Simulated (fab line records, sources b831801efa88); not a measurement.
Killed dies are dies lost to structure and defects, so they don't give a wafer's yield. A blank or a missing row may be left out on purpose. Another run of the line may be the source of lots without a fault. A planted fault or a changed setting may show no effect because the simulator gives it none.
One fault seen from 2 desks    flow sky130    every desk sees just its own numbers, and what lay behind them comes last

== TOOL OWNER'S DESK, implanter-02 ==
The tool's own readings at SKY_SONOS_TUNNEL_IMPLANT_09, given as means over the sampled wafers that have a number, one for each lot that went through this tool. If a lot's mean is further than 4 standard deviations from the usual mean, the lot is out of limits and carries the mark OUT (the distance appears in the brackets).
Columns: A = faraday-current-uA at SKY_SONOS_TUNNEL_IMPLANT_09, usual 5.65
lot   first seen here  A
L509  day 12 01:16     5.54
L510  day 12 03:22     5.56
L511  day 12 20:12     5.64
L513  day 13 07:01     5.55
L514  day 13 09:58     5.77
L518  day 14 20:53     5.63
L528  day 18 02:50     5.64
L531  day 19 01:28     5.71
This desk's finding: nothing out of limits on any of the 8 lots.

== FROM THE METROLOGY DESK ==
Lot by lot, what the gauges showed, no matter which tool ran the lot: averages of those sampled wafers that carry a number. If a lot's mean is further than 4 standard deviations from the usual mean, the lot is out of limits and carries the mark OUT (the distance appears in the brackets).
Columns: A = cd-nm at SKY_SONOS_TUNNEL_CD_MEAS_07, usual 410.2 nm; B = SONOS_TUNNEL_TW at SKY_SONOS_TUNNEL_TW_MEAS_12, usual 195.9; C = cd-nm at SKY_SONOS_ONO_CD_MEAS_13, usual 409.8 nm; D = SONOS_ONO_OVL at SKY_SONOS_ONO_OVL_MEAS_14, usual -0.9 nm
lot   first seen here  A      B      C      D
L508  day 11 18:42     411.2  195.7  408.6  -0.2
L509  day 12 01:06     408.9  197.7  411.3  -1.5
L510  day 12 03:13     410.4  195.7  408.6  1.1
L511  day 12 20:03     409.7  196.3  412.4  0.5
L513  day 13 06:51     406.5  196.2  408.8  0.5
L514  day 13 09:49     410.5  195.2  411.5  -1.8
L515  day 13 21:04     403.6  195.4  407.3  -4.5
L518  day 14 20:43     412.3  197.1  410.5  -2.6
L519  day 15 03:30     412.4  194.8  410.8  -1.0
L520  day 15 13:01     412.4  194.0  411.9  -2.4
L523  day 16 09:23     412.3  195.0  409.3  -1.3
L528  day 18 02:41     412.1  195.2  411.0  -2.8
L531  day 19 01:19     411.9  192.4  411.3  -1.1
This desk's finding: nothing out of limits on any of the 13 lots.

== TAKEN TOGETHER ==
The tool owner's desk saw nothing out of limits.
From the metrology desk's view, nothing was out of limits.

== WHAT THE SIMULATOR HAD INSERTED ==
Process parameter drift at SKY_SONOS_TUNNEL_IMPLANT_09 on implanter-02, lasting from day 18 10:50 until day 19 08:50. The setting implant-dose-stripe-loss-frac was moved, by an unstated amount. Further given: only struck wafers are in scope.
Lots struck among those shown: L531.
